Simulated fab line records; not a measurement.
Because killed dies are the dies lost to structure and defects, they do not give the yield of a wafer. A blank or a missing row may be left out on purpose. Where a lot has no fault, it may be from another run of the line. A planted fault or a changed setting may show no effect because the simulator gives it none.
fab line records | flow sky130
[record] lots = 13 | wafers = 39 | lastDay = 50
route steps=708 shown RES_PROTECT@214 VIA1@482 METAL2@498 VIA2@520 PAD_OPEN@708
lots that met no fault: from a run of the same line without faults
startH: hours from the record's opening day to when the first of the lot's shown wafers began | waitH: hours since the lot's step before | " the same as in the row above | L1.1+2: a row that stands for several wafers | - no value, or no start was given | * or withheld: withheld | < > ~ a bound
route shown NAME@n: a module of which the file shows steps, and the number in the route of the first | usual: mean and standard deviation over wafers with no fault | same: alike in all rows | chamber/n: place in a boat | sites: the reading at each site | _std_site: standard deviation across them | _edge_site: the outer-site mean with the inner-site mean subtracted | radiusMm: how far each site lies from the wafer's centre | mask NAME#n: copy n | behind: tool/chamber where the wafer was last shaped | hold: what put the lot on hold/how long, in hours/how the hold closed | device: whichever transistor did not switch (one of n, p or np) | end of line: the route-end tests of the same wafers | a step without rows: its recipe alone | killed: dies that structure and defects cost at the first sort, which is not the same as the wafer's yield | map: the dies of a wafer, with x for killed, . for not killed, _ for no die there
set.NAME: the setting as run; set.NAME@STEP: as run at that earlier step | model.NAME: the simulator's own value behind a step, which no gauge read
a sample of lots followed through the steps of the route, with each step as a table and each wafer as a row
services: from which hour (startH, from the record's first day; less than 0 if before it) a tool's chamber was out of use, for how many hours, and why
[[steps]]
[step SKY_RES_PROTECT_STRIP_07]
[recipe] chemistry = O2/N2 | powerW = 1400 | pressureMtorr = 1500 | platenTempC = withheld | o2FlowSccm = 3000 | n2FlowSccm = 300 | overashFraction = 0.5
[usual] drypumpMotorCurrentA = 5.7/0.58 | oesProductAu = 0.518/0.0044 | stripTimeToEndpointS = 23.30/0.044
lot.wafer | tool           | chamber | startH | waitH | drypumpMotorCurrentA | oesProductAu | rfHoursCounterH | stripTimeToEndpointS
L839.1    | plasmaAsher-01 | 1       | 342.82 | 0.1   | 6.1                  | 0.515        | 52              | 23.31
L839.3    | "              | 1       | "      | "     | 6.1                  | 0.523        | -               | 23.30
L839.6    | "              | 0       | "      | "     | 4.9                  | 0.524        | -               | 23.33
L841.1    | plasmaAsher-03 | 0       | 360.57 | 0.1   | 6.0                  | 0.524        | 68              | 23.29
L841.3    | "              | 0       | "      | "     | 6.0                  | 0.523        | -               | 23.26
L841.4    | "              | 1       | "      | "     | 5.9                  | 0.511        | -               | 23.27
L843.2    | plasmaAsher-03 | 0       | 366.17 | 0.1   | 6.0                  | 0.514        | 68              | 23.33
L843.5    | "              | 0       | "      | "     | 6.0                  | 0.518        | -               | 23.34
L843.6    | "              | 1       | "      | "     | 5.9                  | 0.513        | -               | 23.34
L844.1    | plasmaAsher-01 | 1       | 389.77 | 0.1   | 6.1                  | 0.515        | 57              | 23.29
L844.2    | "              | 0       | "      | "     | 4.9                  | 0.521        | 57              | 23.32
L844.4    | "              | 1       | "      | "     | 6.1                  | 0.514        | -               | 23.32
L845.1    | plasmaAsher-01 | 0       | 393.02 | 0.1   | 4.9                  | 0.514        | 57              | 23.30
L845.3    | "              | 0       | "      | "     | 4.9                  | 0.525        | -               | 23.27
L845.4    | "              | 1       | "      | "     | 6.1                  | 0.520        | -               | 23.31
L846.1    | plasmaAsher-04 | 1       | 406.10 | 0.1   | 5.3                  | 0.518        | 29              | 23.27
L846.3    | "              | 1       | "      | "     | 5.3                  | 0.524        | -               | 23.26
L846.6    | "              | 1       | "      | "     | 5.3                  | 0.511        | -               | 23.29
L847.2    | plasmaAsher-01 | 0       | 411.52 | 0.1   | 4.9                  | 0.516        | 59              | 23.30
L847.5    | "              | 0       | "      | "     | 4.9                  | 0.519        | -               | 23.28
L847.6    | "              | 1       | "      | "     | 6.1                  | 0.519        | -               | 23.34
L849.2    | plasmaAsher-01 | 0       | 426.05 | 0.1   | 4.9                  | 0.518        | 61              | 23.24
L849.4    | "              | 1       | "      | "     | 6.1                  | 0.517        | -               | 23.27
L849.5    | "              | 1       | "      | "     | 6.1                  | 0.526        | -               | 23.30
L851.1    | plasmaAsher-01 | 0       | 443.75 | 0.1   | 4.9                  | 0.519        | 63              | 23.23
L851.2    | "              | 1       | "      | "     | 6.1                  | 0.519        | 63              | 23.24
L851.6    | "              | 0       | "      | "     | 4.9                  | 0.513        | -               | 23.26
L855.2    | plasmaAsher-01 | 0       | 484.22 | 0.1   | 4.8                  | 0.515        | 67              | 23.30
L855.3    | "              | 0       | "      | "     | 4.9                  | 0.512        | -               | 23.31
L855.6    | "              | 1       | "      | "     | 6.1                  | 0.519        | -               | 23.31
L856.1    | plasmaAsher-04 | 0       | 496.05 | 0.1   | 6.6                  | 0.516        | 38              | 23.35
L856.2    | "              | 1       | "      | "     | 5.3                  | 0.522        | 38              | 23.29
L856.6    | "              | 1       | "      | "     | 5.3                  | 0.512        | -               | 23.29
L861.1    | plasmaAsher-03 | 0       | 524.12 | 0.1   | 6.0                  | 0.521        | 82              | 23.23
L861.3    | "              | 1       | "      | "     | 5.9                  | 0.521        | -               | 23.24
L861.6    | "              | 0       | "      | "     | 6.0                  | 0.518        | -               | 23.23
L862.2    | plasmaAsher-03 | 1       | 536.87 | 0.1   | 5.9                  | 0.513        | 84              | 23.32
L862.3    | "              | 0       | "      | "     | 6.0                  | 0.517        | -               | 23.28
L862.4    | "              | 1       | "      | "     | 5.9                  | 0.511        | -               | 23.33
[step SKY_VIA1_CMP_24]
[recipe] stopOn = SiO2 | tOverpolishS = 15 | downForcePsi = 3.5 | platenRpm = 60 | targetThkNm = 0 | padVelocityMS = 0.94248
[usual] motorCurrentA = 11.5/1 | overpolishRunS = 15.000/0.0093 | timeToEndpointS = 65.5/2.9
lot.wafer | tool   | chamber | startH | waitH | motorCurrentA | overpolishRunS | timeToEndpointS
L839.3    | cmp-02 | 3       | 796.42 | 0.0   | 11.0          | 14.994         | 64.3
L839.1    | "      | 2       | "      | "     | 9.6           | 14.986         | 68.0
L839.6    | "      | 3       | "      | "     | 11.8          | 14.993         | 63.4
L841.1    | cmp-01 | 0       | 815.83 | 0.1   | 11.0          | 15.002         | 65.9
L841.4    | "      | 1       | "      | "     | 11.7          | 14.996         | 65.0
L841.3    | "      | 3       | "      | "     | 12.8          | 14.998         | 66.4
L843.2    | cmp-02 | 0       | 823.41 | 0.1   | 12.5          | 14.993         | 64.1
L843.6    | "      | 3       | "      | "     | 10.7          | 15.007         | 61.5
L843.5    | "      | 0       | "      | "     | 12.2          | 15.001         | 63.5
L844.4    | cmp-02 | 2       | 840.67 | 0.0   | 9.2           | 14.991         | 67.4
L844.2    | "      | 3       | "      | "     | 11.2          | 14.992         | 65.6
L844.1    | "      | 0       | "      | "     | 12.3          | 15.002         | 66.9
L845.3    | cmp-01 | 2       | 847.01 | 0.0   | 10.5          | 14.984         | 70.2
L845.1    | "      | 3       | "      | "     | 12.6          | 15.009         | 74.2
L845.4    | "      | 0       | "      | "     | 10.9          | 15.007         | 70.0
L846.3    | cmp-02 | 1       | 854.06 | 0.1   | 12.7          | 14.998         | 71.7
L846.1    | "      | 2       | "      | "     | 10.1          | 14.994         | 68.7
L846.6    | "      | 0       | "      | "     | 12.0          | 15.001         | 67.0
L847.2    | cmp-02 | 2       | 861.43 | 0.2   | 9.3           | 14.992         | 61.9
L847.5    | "      | 3       | "      | "     | 11.3          | 14.999         | 67.6
L847.6    | "      | 0       | "      | "     | 11.9          | 15.004         | 60.6
L849.2    | cmp-02 | 3       | 871.92 | 0.1   | 11.3          | 15.010         | 64.7
L849.4    | "      | 0       | "      | "     | 12.1          | 15.010         | 64.9
L849.5    | "      | 1       | "      | "     | 11.7          | 15.000         | 68.5
L851.1    | cmp-02 | 0       | 886.41 | 0.1   | 12.3          | 14.994         | 64.6
L851.2    | "      | 3       | "      | "     | 11.2          | 14.987         | 65.9
L851.6    | "      | 1       | "      | "     | 12.4          | 14.995         | 68.8
L855.3    | cmp-01 | 0       | 919.80 | 0.0   | 11.2          | 15.006         | 61.4
L855.2    | "      | 1       | "      | "     | 11.4          | 14.990         | 61.1
L855.6    | "      | 1       | "      | "     | 11.5          | 15.011         | 58.2
L856.1    | cmp-02 | 2       | 937.18 | 4.3   | 9.4           | 15.009         | 67.5
L856.2    | "      | 0       | "      | "     | 12.6          | 14.999         | 66.3
L856.6    | "      | 1       | "      | "     | 12.7          | 15.007         | 67.4
L861.1    | cmp-02 | 3       | 960.31 | 0.1   | 11.2          | 15.006         | 69.5
L861.3    | "      | 1       | "      | "     | 12.5          | 14.990         | 65.8
L861.6    | "      | 3       | "      | "     | 11.4          | 15.000         | 63.8
L862.2    | cmp-01 | 2       | 966.21 | 0.1   | 10.4          | 15.006         | 62.9
L862.3    | "      | 3       | "      | "     | 12.7          | 15.004         | 63.0
L862.4    | "      | 0       | "      | "     | 11.2          | 14.998         | 62.6
[step SKY_METAL2_CD_MEAS_15]
[recipe] targetCdNm = 140
[usual] cdNm = 139.9/1.5
lot.wafer | tool     | chamber | startH | waitH | cdNm
L839.1    | cdSem-01 | -       | 823.32 | -     | 140.8
L839.3    | "        | -       | "      | "     | 138.7
L839.6    | "        | -       | "      | "     | 140.1
L841.1    | cdSem-01 | -       | 841.67 | -     | 139.5
L841.3    | "        | -       | "      | "     | 139.4
L841.4    | "        | -       | "      | "     | 139.6
L843.2    | cdSem-01 | -       | 849.59 | -     | 140.9
L843.5    | "        | -       | "      | "     | 140.9
L843.6    | "        | -       | "      | "     | 139.7
L844.1    | cdSem-01 | -       | 866.72 | -     | 141.9
L844.2    | "        | -       | "      | "     | 142.6
L844.4    | "        | -       | "      | "     | 141.0
L845.1    | cdSem-02 | -       | 873.35 | -     | 137.7
L845.3    | "        | -       | "      | "     | 138.8
L845.4    | "        | -       | "      | "     | 138.9
L846.1    | cdSem-01 | -       | 880.32 | -     | 141.3
L846.3    | "        | -       | "      | "     | 140.5
L846.6    | "        | -       | "      | "     | 140.2
L847.2    | cdSem-01 | -       | 888.04 | -     | 136.9
L847.5    | "        | -       | "      | "     | 137.5
L847.6    | "        | -       | "      | "     | 137.8
L849.2    | cdSem-01 | -       | 897.80 | -     | 139.5
L849.4    | "        | -       | "      | "     | 140.6
L849.5    | "        | -       | "      | "     | 141.6
L851.1    | cdSem-01 | -       | 912.25 | -     | 137.5
L851.2    | "        | -       | "      | "     | 138.9
L851.6    | "        | -       | "      | "     | 137.8
L855.2    | cdSem-01 | -       | 943.12 | -     | 140.2
L855.3    | "        | -       | "      | "     | 137.9
L855.6    | "        | -       | "      | "     | 139.0
L856.1    | cdSem-01 | -       | 961.45 | -     | 139.3
L856.2    | "        | -       | "      | "     | 137.9
L856.6    | "        | -       | "      | "     | 139.1
L861.1    | cdSem-01 | -       | 984.17 | -     | 141.3
L861.3    | "        | -       | "      | "     | 138.7
L861.6    | "        | -       | "      | "     | 140.6
L862.2    | cdSem-02 | -       | 989.77 | -     | 140.7
L862.3    | "        | -       | "      | "     | 140.0
L862.4    | "        | -       | "      | "     | 137.8
[step SKY_VIA2_OVL_MEAS_13]
[usual] VIA2_OVL = 0/6.3
lot.wafer | tool       | chamber | startH  | waitH | VIA2_OVL[nm]
L839.1    | overlay-02 | -       | 850.84  | 0.1   | 2
L839.3    | "          | -       | "       | "     | 4
L839.6    | "          | -       | "       | "     | -5
L841.1    | overlay-02 | -       | 869.59  | 0.1   | -3
L841.3    | "          | -       | "       | "     | 0
L841.4    | "          | -       | "       | "     | 3
L843.2    | overlay-02 | -       | 877.09  | 0.1   | 5
L843.5    | "          | -       | "       | "     | -3
L843.6    | "          | -       | "       | "     | -1
L844.1    | overlay-02 | -       | 893.17  | 0.1   | 11
L844.2    | "          | -       | "       | "     | 6
L844.4    | "          | -       | "       | "     | -6
L845.1    | overlay-02 | -       | 900.59  | 0.1   | -1
L845.3    | "          | -       | "       | "     | -7
L845.4    | "          | -       | "       | "     | 3
L846.1    | overlay-02 | -       | 906.99  | 0.1   | 6
L846.3    | "          | -       | "       | "     | 3
L846.6    | "          | -       | "       | "     | 3
L847.2    | overlay-02 | -       | 915.43  | 0.1   | 3
L847.5    | "          | -       | "       | "     | -5
L847.6    | "          | -       | "       | "     | 10
L849.2    | overlay-02 | -       | 924.19  | 0.1   | -13
L849.4    | "          | -       | "       | "     | -10
L849.5    | "          | -       | "       | "     | -9
L851.1    | overlay-01 | -       | 937.99  | 0.1   | 6
L851.2    | "          | -       | "       | "     | 8
L851.6    | "          | -       | "       | "     | 6
L855.2    | overlay-02 | -       | 968.64  | 0.1   | -3
L855.3    | "          | -       | "       | "     | -13
L855.6    | "          | -       | "       | "     | -7
L856.1    | overlay-02 | -       | 987.29  | 0.1   | -7
L856.2    | "          | -       | "       | "     | -3
L856.6    | "          | -       | "       | "     | -3
L861.1    | overlay-02 | -       | 1008.97 | 0.1   | -5
L861.3    | "          | -       | "       | "     | -12
L861.6    | "          | -       | "       | "     | -7
L862.2    | overlay-02 | -       | 1015.10 | 0.1   | -6
L862.3    | "          | -       | "       | "     | 15
L862.4    | "          | -       | "       | "     | 7
[step SKY_PAD_OPEN_PROBE_99]
[usual] killed_at_M0_to_M3 = 44/6.2 | killed_at_M4_up = 3.3/1.7 | killedAtContacts = 24/4.9 | killedAtFrontEnd = 16/5 | killedAtOther = 0.3/0.48 | killedDies = 88/9 | killedOpen = 48/7 | killedShort = 39/6.1
[same] grossDies = 492 | killedAtBackSide = 0
lot.wafer | tool      | chamber | startH  | waitH | killed_at_M0_to_M3 | killed_at_M4_up | killedAtContacts | killedAtFrontEnd | killedAtOther | killedDies | killedOpen | killedShort
L843.2    | prober-02 | -       | 1102.82 | 0.1   | 35                 | 3               | 22               | 12               | 0             | 72         | 42         | 26
L843.5    | prober-02 | -       | 1102.97 | 0.2   | 43                 | 1               | 24               | 8                | 0             | 76         | 44         | 31
L843.6    | prober-02 | -       | 1103.02 | 0.2   | 51                 | 3               | 25               | 10               | 0             | 89         | 55         | 34
L844.1    | prober-02 | -       | 1110.90 | 0.1   | 43                 | 3               | 24               | 13               | 0             | 83         | 48         | 34
L844.2    | prober-02 | -       | 1110.95 | 0.1   | 35                 | 5               | 16               | 18               | 0             | 74         | 36         | 34
L845.4    | prober-01 | -       | 1115.08 | 0.2   | 48                 | 6               | 24               | 21               | 1             | 100        | 59         | 41
L846.1    | prober-02 | -       | 1118.32 | 0.1   | 39                 | 2               | 31               | 23               | 2             | 97         | 52         | 45
L846.3    | prober-02 | -       | 1118.42 | 0.2   | 46                 | 3               | 34               | 11               | 1             | 95         | 60         | 34
L846.6    | prober-02 | -       | 1118.57 | 0.2   | 42                 | 3               | 28               | 17               | 0             | 90         | 53         | 37
L847.2    | prober-01 | -       | 1130.02 | 0.1   | 51                 | 3               | 20               | 19               | 0             | 93         | 49         | 43
L847.5    | prober-01 | -       | 1130.17 | 0.2   | 43                 | 5               | 23               | 15               | 0             | 86         | 45         | 41
L847.6    | prober-01 | -       | 1130.22 | 0.2   | 52                 | 2               | 16               | 11               | 0             | 81         | 43         | 37
L849.2    | prober-01 | -       | 1133.74 | 0.1   | 36                 | 4               | 29               | 13               | 1             | 83         | 44         | 39
L849.4    | prober-01 | -       | 1133.84 | 0.2   | 43                 | 4               | 26               | 16               | 1             | 90         | 45         | 42
L849.5    | prober-01 | -       | 1133.89 | 0.2   | 50                 | 4               | 24               | 14               | 0             | 92         | 40         | 50
L851.1    | prober-01 | -       | 1144.95 | 0.1   | 35                 | 6               | 20               | 26               | 0             | 87         | 38         | 49
L851.6    | prober-01 | -       | 1145.20 | 0.2   | 35                 | 2               | 26               | 12               | 0             | 75         | 42         | 33
L855.2    | prober-01 | -       | 1171.58 | 0.1   | 37                 | 4               | 16               | 15               | 66            | 138        | 42         | 31
L855.3    | prober-01 | -       | 1171.63 | 0.2   | 31                 | 2               | 22               | 17               | 66            | 138        | 40         | 31
L855.6    | prober-01 | -       | 1171.78 | 0.2   | 43                 | 3               | 20               | 20               | 60            | 146        | 43         | 42
L856.1    | prober-02 | -       | 1186.37 | 0.1   | 44                 | 4               | 15               | 19               | 1             | 83         | 42         | 41
L856.2    | prober-02 | -       | 1186.42 | 0.1   | 42                 | 4               | 27               | 13               | 0             | 86         | 48         | 36
L861.1    | prober-01 | -       | 1197.19 | 0.1   | 51                 | 1               | 29               | 14               | 0             | 95         | 48         | 46
L861.3    | prober-01 | -       | 1197.29 | 0.2   | 39                 | 6               | 33               | 9                | 0             | 87         | 46         | 41
L861.6    | prober-01 | -       | 1197.44 | 0.2   | 40                 | 4               | 30               | 18               | 0             | 92         | 47         | 45
L862.2    | prober-02 | -       | 1204.01 | 0.1   | 43                 | 3               | 26               | 15               | 0             | 87         | 58         | 29
// killed by level:class
L843.2 VIA1:geometricParticle:open=11 LOCAL_INTERCONNECT:geometricParticle:short=8 VIA2:geometricParticle:open=7 CONTACT:geometricParticle:open=6 METAL1:geometricParticle:short=5 LI_CONTACT:geometricParticle:open=4 VIA3:geometricParticle:open=4 POLY_GATE:areaEtch=4
L843.5 VIA1:geometricParticle:open=11 VIA3:geometricParticle:open=8 LI_CONTACT:geometricParticle:open=7 CONTACT:geometricParticle:open=5 FIELD_ISO:geometricParticle:short=4 CONTACT:geometricParticle:short=4 VIA1:geometricParticle:short=4 LI_CONTACT:geometricParticle:short=3
L843.6 VIA1:geometricParticle:open=18 CONTACT:geometricParticle:open=10 VIA2:geometricParticle:open=7 LI_CONTACT:geometricParticle:open=6 VIA3:geometricParticle:open=6 METAL2:geometricParticle:short=5 CONTACT:geometricParticle:short=4 VIA2:geometricParticle:short=4
L844.1 VIA1:geometricParticle:open=16 LI_CONTACT:geometricParticle:open=9 CONTACT:geometricParticle:open=6 METAL1:geometricParticle:short=6 LOCAL_INTERCONNECT:geometricParticle:short=5 METAL3:geometricParticle:short=5 FIELD_ISO:geometricParticle:short=4 FIELD_ISO:geometricParticle:open=4
L844.2 METAL1:geometricParticle:short=8 CONTACT:geometricParticle:open=7 VIA1:geometricParticle:open=6 POLY_GATE:geometricParticle:open=5 VIA2:geometricParticle:open=4 METAL4:geometricParticle:short=4 FIELD_ISO:geometricParticle:short=3 CONTACT:geometricParticle:short=3
L845.4 VIA1:geometricParticle:open=10 CONTACT:geometricParticle:open=10 FIELD_ISO:geometricParticle:open=8 METAL1:geometricParticle:short=7 VIA3:geometricParticle:open=7 VIA2:geometricParticle:open=6 POLY_GATE:geometricParticle:short=5 LI_CONTACT:geometricParticle:open=5
L846.1 CONTACT:geometricParticle:open=18 VIA1:geometricParticle:open=14 LOCAL_INTERCONNECT:geometricParticle:short=8 FIELD_ISO:geometricParticle:short=6 VIA3:geometricParticle:open=6 POLY_GATE:geometricParticle:short=4 SPACER:geometricParticle:short=4 CONTACT:geometricParticle:short=4
L846.3 VIA1:geometricParticle:open=15 CONTACT:geometricParticle:open=10 CONTACT:geometricParticle:short=9 VIA2:geometricParticle:open=9 LI_CONTACT:geometricParticle:open=7 VIA3:geometricParticle:open=7 FIELD_ISO:geometricParticle:short=4 LOCAL_INTERCONNECT:geometricParticle:short=3
L846.6 CONTACT:geometricParticle:open=14 VIA1:geometricParticle:open=10 VIA2:geometricParticle:open=8 LI_CONTACT:geometricParticle:open=7 VIA3:geometricParticle:open=6 METAL3:geometricParticle:short=6 CONTACT:geometricParticle:short=5 FIELD_ISO:geometricParticle:short=4
L847.2 VIA1:geometricParticle:open=9 CONTACT:geometricParticle:open=8 POLY_GATE:geometricParticle:open=7 METAL1:geometricParticle:short=6 LI_CONTACT:geometricParticle:open=6 VIA1:geometricParticle:short=6 VIA3:geometricParticle:open=6 VIA3:geometricParticle:short=6
L847.5 CONTACT:geometricParticle:open=10 VIA1:geometricParticle:open=9 VIA2:geometricParticle:open=6 METAL1:geometricParticle:short=6 POLY_GATE:geometricParticle:short=5 LI_CONTACT:geometricParticle:open=5 FIELD_ISO:geometricParticle:open=4 POLY_GATE:geometricParticle:open=4
L847.6 VIA1:geometricParticle:short=10 VIA1:geometricParticle:open=10 VIA3:geometricParticle:open=7 VIA2:geometricParticle:open=6 LI_CONTACT:geometricParticle:open=5 METAL2:geometricParticle:short=5 FIELD_ISO:geometricParticle:open=4 VIA2:geometricParticle:short=4
L849.2 LI_CONTACT:geometricParticle:open=9 CONTACT:geometricParticle:open=8 VIA2:geometricParticle:open=6 VIA1:geometricParticle:open=5 METAL2:geometricParticle:short=5 METAL1:geometricParticle:short=5 VIA1:geometricParticle:short=5 LOCAL_INTERCONNECT:geometricParticle:short=4
L849.4 VIA1:geometricParticle:open=13 CONTACT:geometricParticle:open=10 LI_CONTACT:geometricParticle:open=8 METAL2:geometricParticle:short=7 METAL1:geometricParticle:short=5 METAL3:geometricParticle:short=5 POLY_GATE:geometricParticle:short=4 CONTACT:geometricParticle:short=4
L849.5 METAL1:geometricParticle:short=12 METAL2:geometricParticle:short=11 LI_CONTACT:geometricParticle:open=10 VIA1:geometricParticle:open=6 POLY_GATE:geometricParticle:short=4 CONTACT:geometricParticle:open=4 VIA2:geometricParticle:open=4 VIA2:geometricParticle:short=4
L851.1 VIA1:geometricParticle:open=10 FIELD_ISO:geometricParticle:short=7 LI_CONTACT:geometricParticle:open=6 FIELD_ISO:geometricParticle:open=5 CONTACT:geometricParticle:short=5 METAL4:geometricParticle:short=5 SPACER:geometricParticle:open=4 SPACER:geometricParticle:short=4
L851.6 LI_CONTACT:geometricParticle:open=8 VIA3:geometricParticle:open=8 CONTACT:geometricParticle:open=6 CONTACT:geometricParticle:short=6 LOCAL_INTERCONNECT:geometricParticle:short=5 VIA1:geometricParticle:open=4 VIA2:geometricParticle:open=4 FIELD_ISO:geometricParticle:open=3
L855.2 RES_PROTECT:unspecified=65 VIA1:geometricParticle:open=12 CONTACT:geometricParticle:open=8 METAL2:geometricParticle:short=5 FIELD_ISO:geometricParticle:short=4 VIA3:geometricParticle:open=4 POLY_GATE:geometricParticle:short=3 POLY_GATE:geometricParticle:open=3
L855.3 RES_PROTECT:unspecified=66 CONTACT:geometricParticle:open=12 LI_CONTACT:geometricParticle:open=7 POLY_GATE:geometricParticle:short=5 METAL2:geometricParticle:short=5 VIA3:geometricParticle:short=5 VIA3:geometricParticle:open=5 FIELD_ISO:geometricParticle:open=4
L855.6 RES_PROTECT:unspecified=60 METAL1:geometricParticle:short=11 CONTACT:geometricParticle:open=11 FIELD_ISO:geometricParticle:short=7 VIA1:geometricParticle:open=7 METAL2:geometricParticle:short=6 VIA2:geometricParticle:open=5 VIA3:geometricParticle:open=5
L856.1 VIA1:geometricParticle:open=14 FIELD_ISO:geometricParticle:short=8 CONTACT:geometricParticle:open=7 METAL1:geometricParticle:short=6 VIA1:geometricParticle:short=6 VIA3:geometricParticle:open=4 METAL2:geometricParticle:short=4 VIA2:geometricParticle:open=4
L856.2 VIA1:geometricParticle:open=10 CONTACT:geometricParticle:open=10 VIA3:geometricParticle:open=10 METAL1:geometricParticle:short=6 LI_CONTACT:geometricParticle:open=4 LOCAL_INTERCONNECT:geometricParticle:short=4 CONTACT:geometricParticle:short=4 METAL4:geometricParticle:short=4
L861.1 VIA1:geometricParticle:open=21 CONTACT:geometricParticle:open=10 METAL1:geometricParticle:short=10 LI_CONTACT:geometricParticle:open=7 LOCAL_INTERCONNECT:geometricParticle:short=6 FIELD_ISO:geometricParticle:short=5 CONTACT:geometricParticle:short=5 METAL2:geometricParticle:short=5
L861.3 CONTACT:geometricParticle:open=12 VIA1:geometricParticle:open=10 CONTACT:geometricParticle:short=7 LI_CONTACT:geometricParticle:open=6 LI_CONTACT:geometricParticle:short=5 VIA3:geometricParticle:open=5 METAL2:geometricParticle:short=4 VIA2:geometricParticle:short=4
L861.6 LI_CONTACT:geometricParticle:open=10 CONTACT:geometricParticle:open=8 VIA3:geometricParticle:open=7 FIELD_ISO:geometricParticle:short=6 VIA1:geometricParticle:open=6 VIA1:geometricParticle:short=5 LOCAL_INTERCONNECT:geometricParticle:short=5 VIA3:geometricParticle:short=5
L862.2 CONTACT:geometricParticle:open=13 VIA1:geometricParticle:open=12 VIA2:geometricParticle:open=9 LI_CONTACT:geometricParticle:open=6 POLY_GATE:geometricParticle:open=5 FIELD_ISO:geometricParticle:short=4 VIA3:geometricParticle:open=4 METAL2:geometricParticle:short=4
[[services]]
tool           | chamber | startH | hours | kind
cmp-01         | -       | 321.02 | 6.1   | pm
plasmaAsher-03 | -       | 338.23 | 4.0   | repair
cmp-01         | -       | 373.53 | 3.7   | repair
cmp-02         | -       | 399.11 | 1.6   | repair
cmp-02         | -       | 404.00 | 4.0   | pm
cmp-02         | -       | 417.41 | 6.7   | repair
cmp-02         | -       | 437.21 | 2.7   | repair
cmp-02         | -       | 491.72 | 0.4   | repair
cmp-02         | -       | 545.68 | 5.8   | pm
cmp-02         | -       | 619.27 | 1.4   | repair
cmp-02         | -       | 644.44 | 1.9   | repair
cmp-02         | -       | 648.02 | 1.2   | repair
cmp-02         | -       | 739.39 | 1.2   | repair
cmp-02         | -       | 740.82 | 0.4   | repair
cmp-02         | -       | 744.00 | 4.0   | pm
plasmaAsher-01 | -       | 744.25 | 4.4   | repair
cmp-02         | -       | 751.46 | 6.3   | pm
cmp-02         | -       | 784.70 | 2.3   | repair
cmp-02         | -       | 788.88 | 1.8   | repair
plasmaAsher-01 | -       | 864.83 | 2.8   | pm
plasmaAsher-01 | -       | 905.74 | 4.1   | repair
plasmaAsher-01 | -       | 913.01 | 3.3   | repair
cmp-02         | -       | 914.81 | 5.0   | pm
cmp-02         | -       | 924.84 | 12.0  | pm
[[key]]
[firstSign] step = SKY_PAD_OPEN_PROBE_99 | reading = killedAtOther | direction = up | sigmas = 64 | usual = 0.3 | struck = 64
[effect] step = SKY_PAD_OPEN_PROBE_99 | reading = killedDies | direction = up | sigmas = 5.8 | usual = 88 | struck = 141
metAt SKY_RES_PROTECT_STRIP_07
struckLots L855
testerLeftOut L855
notActingAt SKY_VIA1_CMP_24,SKY_METAL2_CD_MEAS_15,SKY_VIA2_OVL_MEAS_13
onsetBetween 443.75 484.22
[fault] kind = chamberParticleSource | tool = plasmaAsher-01 | chamber = - | onsetH = 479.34 | steps = SKY_RES_PROTECT_STRIP_07 | ratePerVisitCm2 = 1.6332 | endH = 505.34
// testerLeftOut: of these lots the tester's yield and bins aren't shown, on N5 and GAA mostly nor the transistor test; their killed dies are dies lost to structure and defects alone, not to doping, threshold or leakage, so they don't give the yield
